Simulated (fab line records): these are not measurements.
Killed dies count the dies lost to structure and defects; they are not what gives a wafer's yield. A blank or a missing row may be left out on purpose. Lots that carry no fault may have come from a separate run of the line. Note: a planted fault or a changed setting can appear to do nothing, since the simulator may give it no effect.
fab line records	flow sky130
[record] lots = 4	wafers = 12	lastDay = 49
route steps=708 shown METAL3@565 VIA3@573 METAL4@598 CAP2M@603 PAD_OPEN@708
lots with no fault: from the same line, run without faults
startH: hours from the record's opening day to when the first of the lot's shown wafers began	waitH: time in hours since the lot's previous step	" identical to the entry in the row above	L1.1+2: a row that stands for several wafers	- no value, or no start was given	* or withheld: withheld	< > ~ a bound
route shown NAME@n: NAME is a module with steps in the file, n the number in the route of the first one	usual: mean/standard deviation of fault-free wafers	same: alike in all rows	chamber/n: place in a boat	sites: each site's reading	_std_site: the standard deviation of these	_edge_site: inner sites' mean taken away from outer sites' mean	radiusMm: for every site, how far away it sits from the centre of the wafer	mask NAME#n: copy n	behind: the tool/chamber that last shaped the wafer	hold: why the lot went on hold/how many hours it stayed there/how the hold came to an end	device: which transistor (n, p or np) failed to switch	end of line: tests run on the same wafers once the route is complete	for a step that has no rows: nothing shown but its recipe	killed: not the wafer's yield, but the dies lost to structure and defects at the first sort	map: shows each die of a wafer: x if killed, . if not, _ if none is there
set.NAME: the run value of the setting; set.NAME@STEP: its run value at that earlier step	model.NAME: the simulator's own value behind a step, which no gauge read
certain route steps with their lots: each step a table, each wafer a row
services: a tool's chamber out of use, with start hour (startH, from the record's first day; less than 0 if before it), hours out, and reason
[[steps]]
[step SKY_METAL3_DESCUM_15]
[recipe] chemistry = O2	sourcePowerW = 150	biasPowerW = 0	pressureMtorr = 10	tempC = 40	timeS = 8
[step SKY_METAL3_ETCH_16]
[recipe] chemistry = N2/H2	target = BARC	ionEnergyEv = 200	biasW = 100	pressureMtorr = 30	n2FlowSccm = 100	h2FlowSccm = 200	icpW = 500	stopOn = SiO2	timeS = 88.2	targetDepthA = 600
[step SKY_METAL3_ETCH_17]
[recipe] target = SiO2	stopOn = TiN	chemistry = C4F8/O2/Ar	sourceW = 1500	biasW = 1200	pressureMtorr = 40	c4f8FlowSccm = withheld	O2_flow_sccm = 6	Ar_flow_sccm = 300	timeS = 3.9	targetDepthA = 150
[step SKY_METAL3_METAL_ETCH_18]
[recipe] targetDepthA = 8450	stopOn = SiO2	overEtchFrac = 0.3	timeS = 183.1	chemistry = Cl2/BCl3	resistSidewallDeg = 88	pressureMtorr = 10	icpW = 900	biasW = 48.5	Cl2_flow_sccm = 60	bcl3FlowSccm = 30
[step SKY_METAL3_STRIP_19]
[recipe] chemistry = O2/N2	powerW = 1400	pressureMtorr = 1500	platenTempC = withheld	o2FlowSccm = 3000	n2FlowSccm = 300	overashFraction = 0.5
[step SKY_METAL3_STRIP_20]
[recipe] chemistry = postEtchResidueRemover	timeS = 1200	tempC = 72.5
[step SKY_METAL3_CLEAN_21]
[recipe] chemistry = IPA	timeS = 180	tempC = 25
[step SKY_METAL3_CLEAN_22]
[recipe] chemistry = O3/DIW	dry = n2Spin
[step SKY_VIA3_HDPCVD_00]
[recipe] material = SiO2	targetThkNm = 1635	sigmaOpenFrac = 0.3	timeS = 272.5	tempC = 400	sih4FlowSccm = 60	pressureMtorr = 6
[step SKY_VIA3_CMP_02]
[recipe] material = SiO2	downForcePsi = 4	platenRpm = 60	padVelocityMS = 0.94248
[usual] motorCurrentA = 13.3/1.2
lot.wafer	tool	chamber	startH	waitH	motorCurrentA	model.SiO2_of_VIA3_HDPCVD_00.thkNm
L995.4	cmp-02	3	922.46	0.0	14.4	465.8
L995.1	"	1	"	"	13.7	466.4
L995.6	"	0	"	"	14.4	465.2
L998.4	cmp-02	2	943.16	0.0	13.5	417.8
L998.2	"	1	"	"	14.7	419.2
L998.5	"	3	"	"	14.1	418.9
L102.2	cmp-02	0	970.00	0.1	15.0	418.2
L102.4	"	2	"	"	14.0	418.5
L102.5	"	3	"	"	14.6	419.7
L109.3	cmp-02	1	1023.13	0.0	13.9	465.4
L109.2	"	0	"	"	14.0	465.9
L109.5	"	2	"	"	14.8	465.4
[step SKY_VIA3_DEHYDRATE_04]
[recipe] tempC = 200	timeS = 60
[step SKY_VIA3_HMDS_05]
[recipe] primeTimeS = 60	primeTempC = 120
[step SKY_VIA3_COAT_06]
[recipe] resist = BARC	tempC = withheld	timeS = withheld	spinRpm = 3000	resistThkNm = 60
[step SKY_VIA3_COAT_07]
[recipe] resist = KrF-thick	spinRpm = 3000	resistThkNm = 450
[step SKY_VIA3_SOFTBAKE_08]
[recipe] tempC = 100	timeS = 90	resist = KrF-thick
[step SKY_VIA3_EXPOSE_09]
[recipe] maskId = VIM3	na = 0.8	sourceShape = annular	sigmaInner = 0.55	sigmaOuter = 0.85	targetCdNm = 200	doseMj = 38
[step SKY_VIA3_PEB_10]
[recipe] pebTempC = withheld	pebTimeS = withheld	resist = KrF-thick
[step SKY_VIA3_DEVELOP_11]
[recipe] developTimeS = 60	resist = KrF-thick	devTempC = 21
[step SKY_VIA3_ETCH_14]
[recipe] chemistry = N2/H2	target = BARC	ionEnergyEv = 200	sourceW = 500	biasW = 100	pressureMtorr = 30	n2FlowSccm = 100	h2FlowSccm = 200	stopOn = SiO2	timeS = 45.9	targetDepthA = 600
[step SKY_VIA3_ETCH_15]
[recipe] target = SiO2	chemistry = C4F8/O2/Ar	targetDepthNm = 507	stopOn = TiN	maskMaterial = KrF-thick	sourceW = 1500	biasW = 1200	pressureMtorr = 40	c4f8FlowSccm = withheld	O2_flow_sccm = 6	Ar_flow_sccm = 300	timeS = 78
[usual] biasW = 1201/3.5	oesProductAu = 0.946/0.0051
lot.wafer	tool	chamber	startH	waitH	biasW	oesProductAu	rfHoursCounterH	model.etch.depthNm	model.VIA3.featureDepthNm
L995.1	rieDiel-03	0	947.50	0.0	1200	0.953	6	466.4	466.4
L995.4	"	1	"	"	1199	0.950	16	465.8	465.8
L995.6	"	1	"	"	1199	0.954	-	465.2	465.2
L998.2	rieDiel-04	2	967.45	0.0	1198	0.893	6	419.2	419.2
L998.4	"	0	"	"	1202	0.884	18	417.8	417.8
L998.5	"	0	"	"	1204	0.891	-	418.9	418.9
L102.2	rieDiel-01	3	993.86	0.0	1204	0.890	1	418.2	418.2
L102.4	"	3	"	"	1200	0.891	-	418.5	418.5
L102.5	"	1	"	"	1203	0.890	-	419.7	419.7
L109.2	rieDiel-01	1	1045.84	0.0	1205	0.951	15	465.9	465.9
L109.3	"	2	"	"	1199	0.951	1	465.4	465.4
L109.5	"	1	"	"	1208	0.944	-	465.4	465.4
[step SKY_VIA3_STRIP_16]
[recipe] chemistry = O2/N2	powerW = 1400	pressureMtorr = 1500	platenTempC = withheld	o2FlowSccm = 3000	n2FlowSccm = 300	overashFraction = 0.5
[step SKY_VIA3_STRIP_17]
[recipe] chemistry = postEtchResidueRemover	timeS = 1200	tempC = 72.5
[step SKY_VIA3_CLEAN_18]
[recipe] chemistry = IPA	timeS = 180	tempC = 25
[step SKY_VIA3_CLEAN_19]
[recipe] chemistry = O3/DIW	dry = n2Spin
[step SKY_VIA3_SPUTTER_20]
[recipe] material = TiN	targetThkNm = 20	chamberPressurePa = 5	powerW = 4000	timeS = 80
[step SKY_VIA3_CVD_21]
[recipe] material = W	targetThkNm = 390	timeS = 117.31	tempC = 400	pressureTorr = 40
[step SKY_VIA3_CMP_24]
[recipe] stopOn = SiO2	tOverpolishS = 20	downForcePsi = 3.5	platenRpm = 60	targetThkNm = 0	padVelocityMS = 0.94248
[step SKY_METAL4_SPUTTER_00]
[recipe] material = Ti	targetThkNm = 15	powerW = 3000	timeS = 10	chamberPressurePa = 0.4
[step SKY_METAL4_SPUTTER_01]
[recipe] material = TiN	targetThkNm = 20	powerW = 6500	timeS = 16.7	chamberPressurePa = 0.4
[step SKY_METAL4_SPUTTER_02]
[recipe] material = AlCu	targetThkNm = 735	powerW = 10600	timeS = 39.1	chamberPressurePa = 0.4
[step SKY_METAL4_SPUTTER_03]
[recipe] material = Ti	targetThkNm = 5	powerW = 3000	timeS = 3.3	chamberPressurePa = 0.4
[step SKY_METAL4_SPUTTER_04]
[recipe] material = TiN	targetThkNm = 70	powerW = 6500	timeS = 58.3	chamberPressurePa = 0.4
[step SKY_CAP2M_CVD_00]
[recipe] material = SiO2	targetThkNm = 15.5	tempC = 400	timeS = withheld	rfW = 450
[step SKY_METAL4_METAL_ETCH_18]
[recipe] targetDepthA = 8450	stopOn = SiO2	overEtchFrac = 0.3	timeS = 183.1	chemistry = Cl2/BCl3	resistSidewallDeg = 88	pressureMtorr = 10	icpW = 900	biasW = 48.5	Cl2_flow_sccm = 60	bcl3FlowSccm = 30
[usual] biasW = 48.50/0.13	drypumpMotorCurrentA = 5.69/0.28	mfcCl2Sccm = 60.00/0.19	oesProductAu = 0.865/0.0063	throttleValvePct = 22.265/0.0093
[same] overEtchFrac = 0.3
lot.wafer	tool	chamber	startH	waitH	biasW	drypumpMotorCurrentA	mfcCl2Sccm	oesProductAu	rfHoursCounterH	throttleValvePct	model.SiO2_of_VIA3_HDPCVD_00.thkNm
L995.1	rieMetal-01	1	998.66	0.0	48.42	5.53	60.18	0.859	17	22.258	436.7
L995.4	"	0	"	"	48.62	5.83	60.20	0.858	-	22.286	436.1
L995.6	"	1	"	"	48.46	5.55	59.81	0.869	-	22.266	435.6
L998.2	rieMetal-01	1	1017.45	0.1	48.56	5.54	60.01	0.862	-	22.259	389.4
L998.4	"	1	"	"	48.42	5.50	59.95	0.855	-	22.260	387.7
L998.5	"	1	"	"	48.48	5.54	60.10	0.863	-	22.258	388.9
L102.2	rieMetal-01	0	1041.46	0.0	48.38	5.83	60.01	0.868	0	22.259	388.4
L102.4	"	0	"	"	48.53	5.82	60.08	0.862	-	22.271	388.8
L102.5	"	0	"	"	48.83	5.81	60.12	0.865	-	22.249	390.2
L109.2	rieMetal-04	0	1091.16	0.0	48.53	6.45	59.76	0.860	8	22.267	436.3
L109.3	"	0	"	"	48.44	6.45	59.77	0.850	-	22.262	435.4
L109.5	"	1	"	"	48.63	5.27	60.00	0.856	-	22.264	434.8
[step SKY_PAD_OPEN_PROBE_99]
[usual] defectLimitedYield = 82.5/1.9	killed_at_M0_to_M3 = 43/7.6	killed_at_M4_up = 2.9/1.7	killedAtContacts = 24/5.5	killedAtFrontEnd = 15/4.2	killedAtOther = 0.3/0.52	killedDies = 86/9.4	killedOpen = 47/7	killedShort = 39/6.4	sort_bin_3_pad_short = 0.9/0.4	sort_bin_5_function = 10.3/1.6	sort_bin_6_memory = 6.2/1.1	sortNPass = 406/9.4	sortYieldPct = 82.5/1.9
[same] grossDies = 492	killedAtBackSide = 0	sort_bin_4_leakage[%] = 0	sort_bin_8_speed[%] = 0
lot.wafer	tool	chamber	startH	waitH	defectLimitedYield[%]	killed_at_M0_to_M3	killed_at_M4_up	killedAtContacts	killedAtFrontEnd	killedAtOther	killedDies	killedOpen	killedShort	sort_bin_3_pad_short[%]	sort_bin_5_function[%]	sort_bin_6_memory[%]	sortNPass	sortYieldPct[%]
L998.2	prober-01	-	1108.70	0.1	80.1	44	0	29	25	0	98	49	48	1.8	8.9	9.1	394	80.1
L998.4	prober-01	-	1108.80	0.2	80.7	53	1	20	21	0	95	57	38	1.0	11.0	7.3	397	80.7
L998.5	prober-01	-	1108.85	0.2	81.1	45	1	24	23	0	93	45	48	1.2	11.2	6.5	399	81.1
// killed by level:class
L998.2 CONTACT:geometricParticle:open=11 METAL1:geometricParticle:short=11 VIA1:geometricParticle:open=9 FIELD_ISO:geometricParticle:open=7 LI_CONTACT:geometricParticle:open=7 FIELD_ISO:geometricParticle:short=6 METAL3:geometricParticle:short=6 LOCAL_INTERCONNECT:geometricParticle:short=5
L998.4 VIA1:geometricParticle:open=9 VIA2:geometricParticle:open=9 VIA3:geometricParticle:open=7 POLY_GATE:geometricParticle:short=7 LI_CONTACT:geometricParticle:open=7 POLY_GATE:geometricParticle:open=6 CONTACT:geometricParticle:open=6 METAL2:geometricParticle:short=6
L998.5 VIA1:geometricParticle:open=8 FIELD_ISO:geometricParticle:open=7 CONTACT:geometricParticle:short=6 CONTACT:geometricParticle:open=6 VIA1:geometricParticle:short=6 LOCAL_INTERCONNECT:geometricParticle:short=5 VIA2:geometricParticle:open=5 METAL3:geometricParticle:short=5
[[services]]
tool	chamber	startH	hours	kind
rieDiel-03	1	909.95	8.0	repair
rieDiel-01	-	940.42	0.6	repair
rieDiel-01	0	949.26	4.1	repair
rieMetal-01	1	950.22	1.2	repair
rieDiel-01	3	959.14	-	clean
rieDiel-03	3	982.77	10.1	repair
cmp-02	-	990.09	4.0	pm
cmp-02	-	1005.60	0.6	repair
rieDiel-04	2	1015.13	12.8	repair
rieMetal-01	0	1016.91	-	clean
rieMetal-01	0	1016.91	17.6	scheduledDown
rieMetal-01	0	1016.91	17.6	ventCycle
cmp-02	-	1016.92	0.8	repair
rieDiel-03	2	1019.87	11.3	repair
rieMetal-04	0	1027.82	21.8	repair
cmp-02	-	1047.45	14.5	pm
rieDiel-01	2	1064.84	2.6	repair
cmp-02	-	1067.82	2.6	repair
cmp-02	-	1069.71	0.6	repair
cmp-02	-	1075.86	2.3	repair
cmp-02	-	1078.41	1.6	repair
cmp-02	-	1084.13	4.0	pm
cmp-02	-	1088.13	-	consumableReplace:conditioner
cmp-02	-	1088.13	-	consumableReplace:pad
[[key]]
[firstSign] step = SKY_VIA3_ETCH_15	reading = oesProductAu	direction = down	sigmas = 11	usual = 0.946	struck = 0.890
effect none on later readings
[modelEffect] step = SKY_VIA3_CMP_02	value = SiO2_of_VIA3_HDPCVD_00.thkNm	without = 465.2	struck = 418.7
[modelEffect] step = SKY_VIA3_ETCH_15	value = etch.depthNm	without = 465.2	struck = 418.7
[modelEffect] step = SKY_METAL4_METAL_ETCH_18	value = SiO2_of_VIA3_HDPCVD_00.thkNm	without = 435.4	struck = 388.9
metAt SKY_VIA3_CMP_02
struckWafers L998.2,L998.4,L998.5,L102.2,L102.4,L102.5
onsetBetween 922.46 943.16
[fault] kind = processParameterDrift	tool = cmp-02	chamber = -	onsetH = 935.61	steps = SKY_VIA3_CMP_02	channel = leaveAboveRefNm	offset = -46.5	shape = step	endH = 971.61	actsIn = theseRecipesOnly	stated = 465
